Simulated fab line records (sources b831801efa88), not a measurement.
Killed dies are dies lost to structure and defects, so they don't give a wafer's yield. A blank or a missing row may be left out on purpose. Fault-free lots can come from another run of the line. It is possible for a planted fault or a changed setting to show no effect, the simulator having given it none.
fab line records -- flow sky130
[record] lots = 14, wafers = 42, last_day = 50
route steps=708 shown VT_ADJUST_LVTN@116 LI_CONTACT@374 CONTACT@421
lots that met no fault: from a run of the same line without faults
start_h: hours from the record's first day to the start of the lot's first wafer shown -- wait_h: hours since the lot's step before -- " identical to the entry in the row above -- L1.1+2: a row that stands for several wafers -- - value missing, or start not given -- * or withheld: withheld -- < > ~ a bound
route shown NAME@n: names a module that has steps shown in the file, with the first one's number in the route -- usual: mean/standard deviation of fault-free wafers -- same: alike in all rows -- chamber/n: place in a boat -- sites: readings site by site -- _std_site: standard deviation of those values -- _edge_site: inner sites' mean taken away from outer sites' mean -- radius_mm: for every site, how far away it sits from the centre of the wafer -- mask NAME#n: copy n -- behind: the last tool/chamber to shape the wafer -- hold: why the lot was held/for how many hours/how that ended -- device: whichever transistor did not switch (one of n, p or np) -- end of line: at the end of the route, the tests of the same wafers -- a step with no rows: only its recipe -- killed: the dies lost at the first sort to structure and to defects; this is not the yield of the wafer -- map: a wafer's dies, marking killed ones x, the rest . and places with no die _
set.NAME: the run value of the setting; set.NAME@STEP: its run value at that earlier step -- model.NAME: the simulator's own value behind a step, which no gauge read
steps of the route over a sample of lots; a table a step, a row a wafer
services: the hour from which a tool's chamber was out of use, counted from the record's first day as start_h (under 0 if before that day), plus the number of hours and why
[[steps]]
[step SKY_VT_ADJUST_LVTN_IMPLANT_19]
[recipe] species = B, energy_kev = 30, dose_cm2 = 6.5e+11, tilt_deg = withheld
[usual] dose_ions_cm2 = 6.502e+11/7.2e+08, faraday_current_uA = 3.68/0.073
lot.wafer,tool,chamber,start_h,wait_h,dose_ions_cm2,faraday_current_uA
L494.1,implanter-01,0,164.84,0.0,6.508e+11,3.54
L494.3,implanter-01,0,164.84,0.0,6.502e+11,3.67
L494.5,implanter-01,0,164.84,0.0,6.519e+11,3.74
L495.1,implanter-01,0,172.99,0.0,6.49e+11,3.65
L495.4,implanter-01,0,172.99,0.0,6.503e+11,3.73
L495.6,implanter-01,0,172.99,0.0,6.502e+11,3.75
L496.1,implanter-03,0,180.38,0.0,6.49e+11,3.68
L496.2,implanter-03,0,180.38,0.0,6.499e+11,3.61
L496.5,implanter-03,0,180.38,0.0,6.499e+11,3.70
L497.2,implanter-01,0,182.25,0.0,6.511e+11,3.70
L497.3,implanter-01,0,182.25,0.0,6.494e+11,3.63
L497.5,implanter-01,0,182.25,0.0,6.504e+11,3.73
L498.1,implanter-04,0,186.89,0.0,6.495e+11,3.61
L498.2,implanter-04,0,186.89,0.0,6.491e+11,3.74
L498.6,implanter-04,0,186.89,0.0,6.494e+11,3.79
L500.2,implanter-01,0,205.45,0.0,6.505e+11,3.73
L500.3,implanter-01,0,205.45,0.0,6.495e+11,3.71
L500.4,implanter-01,0,205.45,0.0,6.499e+11,3.67
L501.1,implanter-04,0,210.13,0.0,6.502e+11,3.79
L501.3,implanter-04,0,210.13,0.0,6.502e+11,3.70
L501.5,implanter-04,0,210.13,0.0,6.499e+11,3.61
L502.4,implanter-04,0,218.10,0.1,6.519e+11,3.76
L502.5,implanter-04,0,218.10,0.1,6.501e+11,3.60
L502.6,implanter-04,0,218.10,0.1,6.494e+11,3.73
L506.2,implanter-04,0,244.80,0.0,4.692e+11,2.63
L506.4,implanter-04,0,244.80,0.0,4.675e+11,2.69
L506.5,implanter-04,0,244.80,0.0,4.69e+11,2.66
L509.3,implanter-04,0,270.38,0.1,4.693e+11,2.68
L509.4,implanter-04,0,270.38,0.1,4.697e+11,2.61
L509.5,implanter-04,0,270.38,0.1,4.684e+11,2.71
L512.3,implanter-03,0,285.94,0.1,6.498e+11,3.57
L512.4,implanter-03,0,285.94,0.1,6.504e+11,3.73
L512.5,implanter-03,0,285.94,0.1,6.502e+11,3.69
L513.3,implanter-01,0,293.23,0.1,6.5e+11,3.59
L513.4,implanter-01,0,293.23,0.1,6.499e+11,3.76
L513.6,implanter-01,0,293.23,0.1,6.501e+11,3.60
L514.1,implanter-01,0,298.43,0.0,6.5e+11,3.72
L514.3,implanter-01,0,298.43,0.0,6.502e+11,3.74
L514.5,implanter-01,0,298.43,0.0,6.518e+11,3.75
L516.1,implanter-01,0,326.63,0.0,6.511e+11,3.69
L516.5,implanter-01,0,326.63,0.0,6.49e+11,3.83
L516.6,implanter-01,0,326.63,0.0,6.498e+11,3.70
[step SKY_VT_ADJUST_LVTN_TW_MEAS_21]
[usual] VT_ADJUST_LVTN_2_TW = 187.5/2.2
lot.wafer,tool,chamber,start_h,wait_h,VT_ADJUST_LVTN_2_TW
L494.1,film_metro-02,-,165.09,0.1,185.6
L494.3,film_metro-02,-,165.09,0.1,185.4
L494.5,film_metro-02,-,165.09,0.1,185.8
L495.1,film_metro-04,-,173.24,0.1,188.1
L495.4,film_metro-04,-,173.24,0.1,189.1
L495.6,film_metro-04,-,173.24,0.1,189.0
L496.1,film_metro-02,-,180.63,0.1,186.7
L496.2,film_metro-02,-,180.63,0.1,186.3
L496.5,film_metro-02,-,180.63,0.1,185.3
L497.2,film_metro-03,-,182.49,0.1,186.1
L497.3,film_metro-03,-,182.49,0.1,185.5
L497.5,film_metro-03,-,182.49,0.1,185.7
L498.1,film_metro-04,-,187.14,0.1,190.1
L498.2,film_metro-04,-,187.14,0.1,189.5
L498.6,film_metro-04,-,187.14,0.1,190.9
L500.2,film_metro-02,-,205.69,0.1,183.8
L500.3,film_metro-02,-,205.69,0.1,184.1
L500.4,film_metro-02,-,205.69,0.1,184.5
L501.1,film_metro-04,-,210.38,0.1,190.5
L501.3,film_metro-04,-,210.38,0.1,190.6
L501.5,film_metro-04,-,210.38,0.1,190.1
L502.4,film_metro-03,-,218.31,0.1,186.8
L502.5,film_metro-03,-,218.31,0.1,185.1
L502.6,film_metro-03,-,218.31,0.1,187.1
L506.2,film_metro-03,-,245.04,0.1,171.3
L506.4,film_metro-03,-,245.04,0.1,170.4
L506.5,film_metro-03,-,245.04,0.1,170.0
L509.3,film_metro-04,-,270.60,0.1,175.3
L509.4,film_metro-04,-,270.60,0.1,174.3
L509.5,film_metro-04,-,270.60,0.1,174.7
L512.3,film_metro-03,-,286.16,0.1,185.8
L512.4,film_metro-03,-,286.16,0.1,185.2
L512.5,film_metro-03,-,286.16,0.1,186.1
L513.3,film_metro-03,-,293.45,0.1,186.1
L513.4,film_metro-03,-,293.45,0.1,186.5
L513.6,film_metro-03,-,293.45,0.1,186.8
L514.1,film_metro-04,-,298.68,0.1,190.2
L514.3,film_metro-04,-,298.68,0.1,191.8
L514.5,film_metro-04,-,298.68,0.1,189.9
L516.1,film_metro-03,-,326.88,0.1,185.2
L516.5,film_metro-03,-,326.88,0.1,185.6
L516.6,film_metro-03,-,326.88,0.1,185.3
[step SKY_LI_CONTACT_CD_MEAS_12]
[recipe] target_cd_nm = 170
[usual] cd_nm = 169.6/1.7
lot.wafer,tool,chamber,start_h,wait_h,cd_nm
L494.1,cd_sem-02,-,677.93,-,167.8
L494.3,cd_sem-02,-,677.93,-,168.2
L494.5,cd_sem-02,-,677.93,-,168.0
L495.1,cd_sem-01,-,686.58,-,168.9
L495.4,cd_sem-01,-,686.58,-,167.4
L495.6,cd_sem-01,-,686.58,-,169.4
L496.1,cd_sem-01,-,699.98,-,166.8
L496.2,cd_sem-01,-,699.98,-,167.7
L496.5,cd_sem-01,-,699.98,-,166.4
L497.2,cd_sem-02,-,707.52,-,169.7
L497.3,cd_sem-02,-,707.52,-,170.6
L497.5,cd_sem-02,-,707.52,-,169.9
L498.1,cd_sem-01,-,710.48,-,170.2
L498.2,cd_sem-01,-,710.48,-,172.1
L498.6,cd_sem-01,-,710.48,-,170.1
L500.2,cd_sem-01,-,735.21,-,169.5
L500.3,cd_sem-01,-,735.21,-,170.3
L500.4,cd_sem-01,-,735.21,-,170.9
L501.1,cd_sem-01,-,745.90,-,171.2
L501.3,cd_sem-01,-,745.90,-,170.8
L501.5,cd_sem-01,-,745.90,-,170.5
L502.4,cd_sem-01,-,748.91,-,169.2
L502.5,cd_sem-01,-,748.91,-,167.8
L502.6,cd_sem-01,-,748.91,-,167.5
L506.2,cd_sem-02,-,775.95,-,170.1
L506.4,cd_sem-02,-,775.95,-,171.6
L506.5,cd_sem-02,-,775.95,-,169.9
L509.3,cd_sem-02,-,805.92,-,167.4
L509.4,cd_sem-02,-,805.92,-,168.6
L509.5,cd_sem-02,-,805.92,-,169.1
L512.3,cd_sem-01,-,817.08,-,171.6
L512.4,cd_sem-01,-,817.08,-,171.4
L512.5,cd_sem-01,-,817.08,-,171.9
L513.3,cd_sem-02,-,828.99,-,168.2
L513.4,cd_sem-02,-,828.99,-,169.4
L513.6,cd_sem-02,-,828.99,-,170.4
L514.1,cd_sem-02,-,835.19,-,169.5
L514.3,cd_sem-02,-,835.19,-,169.0
L514.5,cd_sem-02,-,835.19,-,167.8
L516.1,cd_sem-02,-,860.40,-,171.3
L516.5,cd_sem-02,-,860.40,-,171.4
L516.6,cd_sem-02,-,860.40,-,170.6
[step SKY_CONTACT_OVL_MEAS_15]
[usual] CONTACT_OVL = 2/4.8
lot.wafer,tool,chamber,start_h,wait_h,CONTACT_OVL[nm]
L494.1,overlay-01,-,737.06,0.1,-1
L494.3,overlay-01,-,737.06,0.1,7
L494.5,overlay-01,-,737.06,0.1,5
L495.1,overlay-01,-,744.81,0.1,-5
L495.4,overlay-01,-,744.81,0.1,-4
L495.6,overlay-01,-,744.81,0.1,-3
L496.1,overlay-02,-,757.06,0.1,1
L496.2,overlay-02,-,757.06,0.1,0
L496.5,overlay-02,-,757.06,0.1,5
L497.2,overlay-01,-,765.92,0.1,2
L497.3,overlay-01,-,765.92,0.1,0
L497.5,overlay-01,-,765.92,0.1,4
L498.1,overlay-02,-,767.66,0.1,3
L498.2,overlay-02,-,767.66,0.1,4
L498.6,overlay-02,-,767.66,0.1,-1
L500.2,overlay-02,-,791.47,0.1,7
L500.3,overlay-02,-,791.47,0.1,5
L500.4,overlay-02,-,791.47,0.1,0
L501.1,overlay-02,-,802.41,0.1,4
L501.3,overlay-02,-,802.41,0.1,7
L501.5,overlay-02,-,802.41,0.1,1
L502.4,overlay-01,-,804.13,0.1,1
L502.5,overlay-01,-,804.13,0.1,1
L502.6,overlay-01,-,804.13,0.1,-1
L506.2,overlay-02,-,831.83,0.1,3
L506.4,overlay-02,-,831.83,0.1,-3
L506.5,overlay-02,-,831.83,0.1,-1
L509.3,overlay-02,-,862.37,0.1,-2
L509.4,overlay-02,-,862.37,0.1,5
L509.5,overlay-02,-,862.37,0.1,2
L512.3,overlay-02,-,872.92,0.1,5
L512.4,overlay-02,-,872.92,0.1,-6
L512.5,overlay-02,-,872.92,0.1,7
L513.3,overlay-02,-,884.00,0.1,8
L513.4,overlay-02,-,884.00,0.1,8
L513.6,overlay-02,-,884.00,0.1,4
L514.1,overlay-02,-,889.52,0.1,2
L514.3,overlay-02,-,889.52,0.1,0
L514.5,overlay-02,-,889.52,0.1,4
L516.1,overlay-02,-,915.01,0.1,-2
L516.5,overlay-02,-,915.01,0.1,8
L516.6,overlay-02,-,915.01,0.1,5
[step SKY_CONTACT_THK_MEAS_26]
[recipe] thk_meas_gauge = xrf, reads = W_of_CONTACT_CVD_24
[usual] CONTACT_W_THK = 339/6.4
lot.wafer,tool,chamber,start_h,wait_h,CONTACT_W_THK[nm]
L494.1,film_metro-01,-,738.71,0.1,344
L494.3,film_metro-01,-,738.71,0.1,339
L494.5,film_metro-01,-,738.71,0.1,341
L495.1,film_metro-04,-,745.96,0.1,329
L495.4,film_metro-04,-,745.96,0.1,333
L495.6,film_metro-04,-,745.96,0.1,328
L496.1,film_metro-02,-,758.11,0.1,342
L496.2,film_metro-02,-,758.11,0.1,335
L496.5,film_metro-02,-,758.11,0.1,332
L497.2,film_metro-01,-,767.38,0.1,329
L497.3,film_metro-01,-,767.38,0.1,335
L497.5,film_metro-01,-,767.38,0.1,332
L498.1,film_metro-01,-,768.72,0.1,336
L498.2,film_metro-01,-,768.72,0.1,334
L498.6,film_metro-01,-,768.72,0.1,334
L500.2,film_metro-02,-,792.56,0.1,356
L500.3,film_metro-02,-,792.56,0.1,352
L500.4,film_metro-02,-,792.56,0.1,349
L501.1,film_metro-01,-,803.46,0.1,336
L501.3,film_metro-01,-,803.46,0.1,345
L501.5,film_metro-01,-,803.46,0.1,333
L502.4,film_metro-04,-,805.25,0.1,338
L502.5,film_metro-04,-,805.25,0.1,340
L502.6,film_metro-04,-,805.25,0.1,340
L506.2,film_metro-01,-,832.89,0.1,328
L506.4,film_metro-01,-,832.89,0.1,339
L506.5,film_metro-01,-,832.89,0.1,342
L509.3,film_metro-04,-,863.43,0.1,331
L509.4,film_metro-04,-,863.43,0.1,339
L509.5,film_metro-04,-,863.43,0.1,336
L512.3,film_metro-01,-,874.42,0.1,340
L512.4,film_metro-01,-,874.42,0.1,328
L512.5,film_metro-01,-,874.42,0.1,329
L513.3,film_metro-04,-,885.12,0.1,332
L513.4,film_metro-04,-,885.12,0.1,342
L513.6,film_metro-04,-,885.12,0.1,340
L514.1,film_metro-02,-,890.57,0.1,340
L514.3,film_metro-02,-,890.57,0.1,340
L514.5,film_metro-02,-,890.57,0.1,344
L516.1,film_metro-01,-,916.12,0.1,344
L516.5,film_metro-01,-,916.12,0.1,334
L516.6,film_metro-01,-,916.12,0.1,343
[[services]]
tool,chamber,start_h,hours,kind
implanter-04,-,149.99,5.5,repair
implanter-04,-,161.93,5.4,pm
implanter-01,-,235.98,5.3,repair
implanter-04,-,262.56,2.2,repair
implanter-03,-,290.48,4.1,pm
implanter-03,-,295.43,5.0,repair
[[key]]
[first_sign] step = SKY_VT_ADJUST_LVTN_IMPLANT_19, reading = dose_ions_cm2, direction = down, sigmas = 99+, usual = *, struck = *
[effect] step = SKY_VT_ADJUST_LVTN_IMPLANT_19, reading = faraday_current_uA, direction = down, sigmas = 14, usual = 3.68, struck = 2.66
[effect] step = SKY_VT_ADJUST_LVTN_TW_MEAS_21, reading = VT_ADJUST_LVTN_2_TW, direction = down, sigmas = 6.7, usual = 187.5, struck = 172.6
met_at SKY_VT_ADJUST_LVTN_IMPLANT_19
struck_lots L506,L509
tester_left_out L506,L509
not_acting_at SKY_LI_CONTACT_CD_MEAS_12,SKY_CONTACT_OVL_MEAS_15,SKY_CONTACT_THK_MEAS_26
onset_between 218.10 244.80
[fault] kind = process_parameter_drift, tool = implanter-04, chamber = -, onset_h = 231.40, steps = SKY_VT_ADJUST_LVTN_IMPLANT_19, channel = dose_cm2, offset = *, shape = step, end_h = 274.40, acts_in = *, stated = *
// tester_left_out: of these lots the tester's yield and bins aren't shown, on N5 and GAA mostly nor the transistor test; their killed dies are dies lost to structure and defects alone, not to doping, threshold or leakage, so they don't give the yield
